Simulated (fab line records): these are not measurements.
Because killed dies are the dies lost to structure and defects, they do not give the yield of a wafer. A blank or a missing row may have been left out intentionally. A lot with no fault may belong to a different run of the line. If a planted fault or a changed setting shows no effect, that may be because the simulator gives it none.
What tool caused it?	flow gf180mcu	6 lots, 18 wafers sampled, at 1 step of a route of 602

## WHAT THE GAUGES SHOWED, per wafer
GF_M1_CD_MEAS_14: target cd 230 nm.
lot	measured	on	cdNm (nm)
L644	day 18 12:49	cdSem-02	231.0 230.3 229.7
L647	day 19 18:37	cdSem-01	229.7 230.0 229.8
L657	day 23 03:50	cdSem-02	229.1 230.5 229.5
L659	day 23 11:01	cdSem-01	227.8 228.1 228.0
L663	day 24 21:36	cdSem-02	231.2 231.5 230.1
L665	day 25 05:19	cdSem-01	229.2 229.7 228.9

## EACH LOT AND THE TOOL THAT RAN IT (in order: tool; ch and the chambers of the sampled wafers; start)
There is no process step in the record ahead of these readings.

## THE ANSWER, worked out from the rows above alone
Rule: the usual values come from the lots themselves. Put in order of their means at a reading, lots are off if they are a third of the lots or fewer, leave a main group of 4 or more, and stand apart from it by a gap of 3 or more times the standard deviation of the main group's means; of several such gaps the widest counts. Not used: any main group whose means are identical at the precision the tables above print for the reading. Also off: a lot with no number at a reading for which 4 or more lots have one. Any other lot the step has rows for is counted as sound.
No lot is off on any of the readings shown, so nothing can be concluded from this.

## WHAT HAD BEEN PUT IN BY THE SIMULATOR
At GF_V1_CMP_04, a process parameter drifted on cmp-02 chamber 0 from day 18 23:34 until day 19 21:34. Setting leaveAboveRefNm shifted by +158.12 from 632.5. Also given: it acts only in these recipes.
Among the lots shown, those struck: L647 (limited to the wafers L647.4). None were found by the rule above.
